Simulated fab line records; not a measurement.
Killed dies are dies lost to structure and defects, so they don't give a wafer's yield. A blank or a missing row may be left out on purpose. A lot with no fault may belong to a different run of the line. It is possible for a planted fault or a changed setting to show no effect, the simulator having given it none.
What tool caused it? || flow sky130 || 10 lots, 30 wafers sampled, at 7 steps of a route of 708

## WHAT EACH GAUGE READ, for each wafer
SKY_LOCAL_INTERCONNECT_RS_MEAS_01: measures by four-point-probe.
{"lot": "L699", "measured": "day 29 06:52", "on": "film metro-04", "LOCAL_INTERCONNECT_TIN_RS (ohm/sq)": "13.92 13.79 13.95"}
{"lot": "L702", "measured": "day 30 04:42", "on": "film metro-03", "LOCAL_INTERCONNECT_TIN_RS (ohm/sq)": "14.19 14.06 14.16"}
{"lot": "L703", "measured": "day 30 21:14", "on": "film metro-02", "LOCAL_INTERCONNECT_TIN_RS (ohm/sq)": "14.31 14.28 14.18"}
{"lot": "L704", "measured": "day 31 18:41", "on": "film metro-04", "LOCAL_INTERCONNECT_TIN_RS (ohm/sq)": "13.96 14.18 14.03"}
{"lot": "L706", "measured": "day 31 21:47", "on": "film metro-03", "LOCAL_INTERCONNECT_TIN_RS (ohm/sq)": "14.18 14.39 14.43"}
{"lot": "L710", "measured": "day 33 09:19", "on": "film metro-03", "LOCAL_INTERCONNECT_TIN_RS (ohm/sq)": "14.13 17.10 14.19"}
{"lot": "L712", "measured": "day 33 19:19", "on": "film metro-03", "LOCAL_INTERCONNECT_TIN_RS (ohm/sq)": "13.76 13.78 13.67"}
{"lot": "L711", "measured": "day 34 02:47", "on": "film metro-02", "LOCAL_INTERCONNECT_TIN_RS (ohm/sq)": "14.03 14.01 14.12"}
{"lot": "L713", "measured": "day 34 11:56", "on": "film metro-03", "LOCAL_INTERCONNECT_TIN_RS (ohm/sq)": "14.19 16.96 14.13"}
{"lot": "L720", "measured": "day 36 10:20", "on": "film metro-02", "LOCAL_INTERCONNECT_TIN_RS (ohm/sq)": "14.16 13.91 14.13"}

SKY_LOCAL_INTERCONNECT_THK_MEAS_02: measures by xrf.
{"lot": "L699", "measured": "day 29 06:59", "on": "film metro-04", "LOCAL_INTERCONNECT_TIN_THK (nm)": "100.5 101.4 100.4"}
{"lot": "L702", "measured": "day 30 04:49", "on": "film metro-03", "LOCAL_INTERCONNECT_TIN_THK (nm)": "99.2 100.0 99.3"}
{"lot": "L703", "measured": "day 30 21:22", "on": "film metro-02", "LOCAL_INTERCONNECT_TIN_THK (nm)": "98.0 98.3 99.2"}
{"lot": "L704", "measured": "day 31 18:49", "on": "film metro-04", "LOCAL_INTERCONNECT_TIN_THK (nm)": "99.8 98.5 99.6"}
{"lot": "L706", "measured": "day 31 21:53", "on": "film metro-03", "LOCAL_INTERCONNECT_TIN_THK (nm)": "99.8 98.4 98.0"}
{"lot": "L710", "measured": "day 33 09:26", "on": "film metro-03", "LOCAL_INTERCONNECT_TIN_THK (nm)": "100.8 83.7 100.9"}
{"lot": "L712", "measured": "day 33 19:26", "on": "film metro-03", "LOCAL_INTERCONNECT_TIN_THK (nm)": "103.5 103.1 103.5"}
{"lot": "L711", "measured": "day 34 02:53", "on": "film metro-02", "LOCAL_INTERCONNECT_TIN_THK (nm)": "99.7 99.8 99.7"}
{"lot": "L713", "measured": "day 34 12:03", "on": "film metro-03", "LOCAL_INTERCONNECT_TIN_THK (nm)": "99.3 84.1 100.0"}
{"lot": "L720", "measured": "day 36 10:27", "on": "film metro-02", "LOCAL_INTERCONNECT_TIN_THK (nm)": "99.2 100.9 99.5"}

SKY_CONTACT_THK_MEAS_03.
{"lot": "L699", "measured": "day 30 11:50", "on": "film metro-02", "CONTACT_HDPCVD_THK (nm)": "585 577 580"}
{"lot": "L702", "measured": "day 31 09:43", "on": "film metro-02", "CONTACT_HDPCVD_THK (nm)": "585 580 574"}
{"lot": "L703", "measured": "day 32 02:44", "on": "film metro-01", "CONTACT_HDPCVD_THK (nm)": "574 576 579"}
{"lot": "L704", "measured": "day 32 22:35", "on": "film metro-01", "CONTACT_HDPCVD_THK (nm)": "576 569 576"}
{"lot": "L706", "measured": "day 33 01:12", "on": "film metro-02", "CONTACT_HDPCVD_THK (nm)": "576 584 569"}
{"lot": "L710", "measured": "day 34 13:48", "on": "film metro-04", "CONTACT_HDPCVD_THK (nm)": "576 576 570"}
{"lot": "L712", "measured": "day 34 23:35", "on": "film metro-02", "CONTACT_HDPCVD_THK (nm)": "578 564 569"}
{"lot": "L711", "measured": "day 35 06:40", "on": "film metro-02", "CONTACT_HDPCVD_THK (nm)": "575 565 570"}
{"lot": "L713", "measured": "day 35 14:55", "on": "film metro-01", "CONTACT_HDPCVD_THK (nm)": "577 581 575"}
{"lot": "L720", "measured": "day 37 13:34", "on": "film metro-01", "CONTACT_HDPCVD_THK (nm)": "572 579 583"}

## WHAT TOOL EACH LOT RAN ON (gives the tool, then ch and the chambers of the sampled wafers, and finally the start)
{"lot": "L699", "SKY_POLY_CUT_ETCH_11": "rie diel-03 ch 0,1, day 24 08:43", "SKY_LI_CONTACT_SPUTTER_20": "pvd sputter-01, day 29 06:08", "SKY_LOCAL_INTERCONNECT_SPUTTER_00": "pvd sputter-02, day 29 06:47", "SKY_LOCAL_INTERCONNECT_METAL_ETCH_14": "rie metal-01 ch 0, day 30 11:02"}
{"lot": "L702", "SKY_POLY_CUT_ETCH_11": "rie diel-03 ch 2,3, day 25 07:01", "SKY_LI_CONTACT_SPUTTER_20": "pvd sputter-04, day 30 03:58", "SKY_LOCAL_INTERCONNECT_SPUTTER_00": "pvd sputter-03, day 30 04:38", "SKY_LOCAL_INTERCONNECT_METAL_ETCH_14": "rie metal-02 ch 0,1, day 31 08:50"}
{"lot": "L703", "SKY_POLY_CUT_ETCH_11": "rie diel-04 ch 0,1,2, day 25 23:25", "SKY_LI_CONTACT_SPUTTER_20": "pvd sputter-04, day 30 20:23", "SKY_LOCAL_INTERCONNECT_SPUTTER_00": "pvd sputter-04, day 30 21:10", "SKY_LOCAL_INTERCONNECT_METAL_ETCH_14": "rie metal-01 ch 0,1, day 32 01:55"}
{"lot": "L704", "SKY_POLY_CUT_ETCH_11": "rie diel-01 ch 1,3, day 26 22:25", "SKY_LI_CONTACT_SPUTTER_20": "pvd sputter-01, day 31 17:58", "SKY_LOCAL_INTERCONNECT_SPUTTER_00": "pvd sputter-04, day 31 18:38", "SKY_LOCAL_INTERCONNECT_METAL_ETCH_14": "rie metal-02 ch 0,1, day 32 21:46"}
{"lot": "L706", "SKY_POLY_CUT_ETCH_11": "rie diel-04 ch 0,2,3, day 27 03:55", "SKY_LI_CONTACT_SPUTTER_20": "pvd sputter-04, day 31 21:01", "SKY_LOCAL_INTERCONNECT_SPUTTER_00": "pvd sputter-04, day 31 21:41", "SKY_LOCAL_INTERCONNECT_METAL_ETCH_14": "rie metal-02 ch 0,1, day 33 00:23"}
{"lot": "L710", "SKY_POLY_CUT_ETCH_11": "rie diel-04 ch 2,3, day 28 16:22", "SKY_LI_CONTACT_SPUTTER_20": "pvd sputter-02, day 33 08:35", "SKY_LOCAL_INTERCONNECT_SPUTTER_00": "pvd sputter-04, day 33 09:16", "SKY_LOCAL_INTERCONNECT_METAL_ETCH_14": "rie metal-04 ch 0,1, day 34 12:59"}
{"lot": "L712", "SKY_POLY_CUT_ETCH_11": "rie diel-03 ch 0,1,2, day 29 01:55", "SKY_LI_CONTACT_SPUTTER_20": "pvd sputter-01, day 33 18:35", "SKY_LOCAL_INTERCONNECT_SPUTTER_00": "pvd sputter-02, day 33 19:14", "SKY_LOCAL_INTERCONNECT_METAL_ETCH_14": "rie metal-04 ch 0,1, day 34 22:46"}
{"lot": "L711", "SKY_POLY_CUT_ETCH_11": "rie diel-03 ch 0,1, day 29 10:10", "SKY_LI_CONTACT_SPUTTER_20": "pvd sputter-04, day 34 02:02", "SKY_LOCAL_INTERCONNECT_SPUTTER_00": "pvd sputter-02, day 34 02:41", "SKY_LOCAL_INTERCONNECT_METAL_ETCH_14": "rie metal-01 ch 0, day 35 05:49"}
{"lot": "L713", "SKY_POLY_CUT_ETCH_11": "rie diel-01 ch 0,1, day 29 18:02", "SKY_LI_CONTACT_SPUTTER_20": "pvd sputter-02, day 34 11:11", "SKY_LOCAL_INTERCONNECT_SPUTTER_00": "pvd sputter-04, day 34 11:51", "SKY_LOCAL_INTERCONNECT_METAL_ETCH_14": "rie metal-01 ch 0,1, day 35 14:05"}
{"lot": "L720", "SKY_POLY_CUT_ETCH_11": "rie diel-03 ch 0,2,3, day 31 16:22", "SKY_LI_CONTACT_SPUTTER_20": "pvd sputter-01, day 36 09:26", "SKY_LOCAL_INTERCONNECT_SPUTTER_00": "pvd sputter-02, day 36 10:16", "SKY_LOCAL_INTERCONNECT_METAL_ETCH_14": "rie metal-04 ch 0,1, day 37 12:38"}
- SKY_POLY_CUT_ETCH_11: etches Si3N4 in CF4/CH2F2/Ar, stops on poly-Si, time 42.5 s, target depth 60 nm.
- SKY_LI_CONTACT_SPUTTER_20: material TiN, target thk 20 nm, time 80 s.
- SKY_LOCAL_INTERCONNECT_SPUTTER_00: material TiN, target thk 100 nm, time 83.3 s.
- SKY_LOCAL_INTERCONNECT_METAL_ETCH_14: etches TiN in Cl2/BCl3, stops on PSG, target depth 110 nm, time 31.4 s.

## AS READ BY THE TOOLS THEMSELVES (means over the sampled wafers that have a number; for cases with no such wafer, the mark the record gives instead)
SKY_POLY_CUT_ETCH_11.
{"lot": "L699", "tool": "rie diel-03", "bias w (W)": 150.1, "drypump motor current A (A)": 5.87, "oes product au (a.u.)": 0.831, "rf fwd power W (W)": 594.4, "throttle valve pct (%)": 14.995}
{"lot": "L702", "tool": "rie diel-03", "bias w (W)": 150.1, "drypump motor current A (A)": 6.04, "oes product au (a.u.)": 0.834, "rf fwd power W (W)": 593.6, "throttle valve pct (%)": 14.984}
{"lot": "L703", "tool": "rie diel-04", "bias w (W)": 149.8, "drypump motor current A (A)": 5.96, "oes product au (a.u.)": 0.831, "rf fwd power W (W)": 593.5, "throttle valve pct (%)": 15.006}
{"lot": "L704", "tool": "rie diel-01", "bias w (W)": 149.8, "drypump motor current A (A)": 6.23, "oes product au (a.u.)": 0.833, "rf fwd power W (W)": 593.4, "throttle valve pct (%)": 14.987}
{"lot": "L706", "tool": "rie diel-04", "bias w (W)": 150.5, "drypump motor current A (A)": 5.99, "oes product au (a.u.)": 0.829, "rf fwd power W (W)": 596.8, "throttle valve pct (%)": 14.985}
{"lot": "L710", "tool": "rie diel-04", "bias w (W)": 149.8, "drypump motor current A (A)": 6.24, "oes product au (a.u.)": 0.833, "rf fwd power W (W)": 595.0, "throttle valve pct (%)": 14.990}
{"lot": "L712", "tool": "rie diel-03", "bias w (W)": 150.3, "drypump motor current A (A)": 5.93, "oes product au (a.u.)": 0.823, "rf fwd power W (W)": 595.0, "throttle valve pct (%)": 14.987}
{"lot": "L711", "tool": "rie diel-03", "bias w (W)": 149.3, "drypump motor current A (A)": 5.86, "oes product au (a.u.)": 0.819, "rf fwd power W (W)": 592.6, "throttle valve pct (%)": 14.994}
{"lot": "L713", "tool": "rie diel-01", "bias w (W)": 150.0, "drypump motor current A (A)": 6.19, "oes product au (a.u.)": 0.828, "rf fwd power W (W)": 593.0, "throttle valve pct (%)": 14.993}
{"lot": "L720", "tool": "rie diel-03", "bias w (W)": 149.8, "drypump motor current A (A)": 5.97, "oes product au (a.u.)": 0.831, "rf fwd power W (W)": 594.1, "throttle valve pct (%)": 14.992}

SKY_LI_CONTACT_SPUTTER_20.
{"lot": "L699", "tool": "pvd sputter-01", "throttle valve pct (%)": 29.8}
{"lot": "L702", "tool": "pvd sputter-04", "throttle valve pct (%)": 30.1}
{"lot": "L703", "tool": "pvd sputter-04", "throttle valve pct (%)": 29.1}
{"lot": "L704", "tool": "pvd sputter-01", "throttle valve pct (%)": 30.7}
{"lot": "L706", "tool": "pvd sputter-04", "throttle valve pct (%)": 28.4}
{"lot": "L710", "tool": "pvd sputter-02", "throttle valve pct (%)": 29.9}
{"lot": "L712", "tool": "pvd sputter-01", "throttle valve pct (%)": 30.4}
{"lot": "L711", "tool": "pvd sputter-04", "throttle valve pct (%)": 30.0}
{"lot": "L713", "tool": "pvd sputter-02", "throttle valve pct (%)": 29.0}
{"lot": "L720", "tool": "pvd sputter-01", "throttle valve pct (%)": 29.9}

SKY_LOCAL_INTERCONNECT_SPUTTER_00.
{"lot": "L699", "tool": "pvd sputter-02", "throttle valve pct (%)": 29.7}
{"lot": "L702", "tool": "pvd sputter-03", "throttle valve pct (%)": 29.5}
{"lot": "L703", "tool": "pvd sputter-04", "throttle valve pct (%)": 29.6}
{"lot": "L704", "tool": "pvd sputter-04", "throttle valve pct (%)": 29.2}
{"lot": "L706", "tool": "pvd sputter-04", "throttle valve pct (%)": 29.8}
{"lot": "L710", "tool": "pvd sputter-04", "throttle valve pct (%)": 30.0}
{"lot": "L712", "tool": "pvd sputter-02", "throttle valve pct (%)": 29.6}
{"lot": "L711", "tool": "pvd sputter-02", "throttle valve pct (%)": 29.0}
{"lot": "L713", "tool": "pvd sputter-04", "throttle valve pct (%)": 30.3}
{"lot": "L720", "tool": "pvd sputter-02", "throttle valve pct (%)": 29.1}

SKY_LOCAL_INTERCONNECT_METAL_ETCH_14.
{"lot": "L699", "tool": "rie metal-01", "bias w (W)": 48.55, "drypump motor current A (A)": 5.7, "oes product au (a.u.)": 0.954, "rf fwd power W (W)": 889, "throttle valve pct (%)": 21.904}
{"lot": "L702", "tool": "rie metal-02", "bias w (W)": 48.59, "drypump motor current A (A)": 6.0, "oes product au (a.u.)": 0.941, "rf fwd power W (W)": 886, "throttle valve pct (%)": 21.905}
{"lot": "L703", "tool": "rie metal-01", "bias w (W)": 48.44, "drypump motor current A (A)": 5.8, "oes product au (a.u.)": 0.938, "rf fwd power W (W)": 890, "throttle valve pct (%)": 21.904}
{"lot": "L704", "tool": "rie metal-02", "bias w (W)": 48.54, "drypump motor current A (A)": 6.1, "oes product au (a.u.)": 0.941, "rf fwd power W (W)": 887, "throttle valve pct (%)": 21.902}
{"lot": "L706", "tool": "rie metal-02", "bias w (W)": 48.74, "drypump motor current A (A)": 6.0, "oes product au (a.u.)": 0.931, "rf fwd power W (W)": 886, "throttle valve pct (%)": 21.895}
{"lot": "L710", "tool": "rie metal-04", "bias w (W)": 48.44, "drypump motor current A (A)": 5.5, "oes product au (a.u.)": 0.914, "rf fwd power W (W)": 885, "throttle valve pct (%)": 21.920}
{"lot": "L712", "tool": "rie metal-04", "bias w (W)": 48.52, "drypump motor current A (A)": 6.0, "oes product au (a.u.)": 0.954, "rf fwd power W (W)": 889, "throttle valve pct (%)": 21.886}
{"lot": "L711", "tool": "rie metal-01", "bias w (W)": 48.41, "drypump motor current A (A)": 5.7, "oes product au (a.u.)": 0.940, "rf fwd power W (W)": 890, "throttle valve pct (%)": 21.893}
{"lot": "L713", "tool": "rie metal-01", "bias w (W)": 48.53, "drypump motor current A (A)": 5.8, "oes product au (a.u.)": 0.911, "rf fwd power W (W)": 892, "throttle valve pct (%)": 21.915}
{"lot": "L720", "tool": "rie metal-04", "bias w (W)": 48.47, "drypump motor current A (A)": 5.5, "oes product au (a.u.)": 0.944, "rf fwd power W (W)": 892, "throttle valve pct (%)": 21.896}

## THE ANSWER, worked out from the rows above alone
Rule: the usual values come from the lots themselves. The widest of any qualifying gaps counts: lots, ordered by their means at a reading, are off when they make up no more than a third of the lots, leave a main group of 4 or more, and stand apart from it by 3 or more times the standard deviation of that group's means. A main group whose means are all the same, to the digits that the tables above print for the reading, isn't used. A lot without any number at a reading at which 4 lots or more have one is off too. The other lots that the step has rows for count as sound. Order of review: gauges by route order, followed by the tools' own readings, for which a lot's mean as printed above is used. At the first step where some lot is off, the reading lying furthest off is the one used; lots without a number count as furthest.
Off: at SKY_LOCAL_INTERCONNECT_RS_MEAS_01 (LOCAL_INTERCONNECT_TIN_RS), L710, L713. For the main group the mean is 14.07 ohm/sq and the standard deviation 0.18.
If a tool, at a process step before that reading, ran all the lots that are off and no sound lot after the first of them, it fits. Those tools and the gauges at SKY_LOCAL_INTERCONNECT_RS_MEAS_01 are tried in the same way. This does not decide it: 2 tools fit, namely pvd sputter-02 at SKY_LI_CONTACT_SPUTTER_20 and pvd sputter-04 at SKY_LOCAL_INTERCONNECT_SPUTTER_00.

## WHAT HAD BEEN PUT IN BY THE SIMULATOR
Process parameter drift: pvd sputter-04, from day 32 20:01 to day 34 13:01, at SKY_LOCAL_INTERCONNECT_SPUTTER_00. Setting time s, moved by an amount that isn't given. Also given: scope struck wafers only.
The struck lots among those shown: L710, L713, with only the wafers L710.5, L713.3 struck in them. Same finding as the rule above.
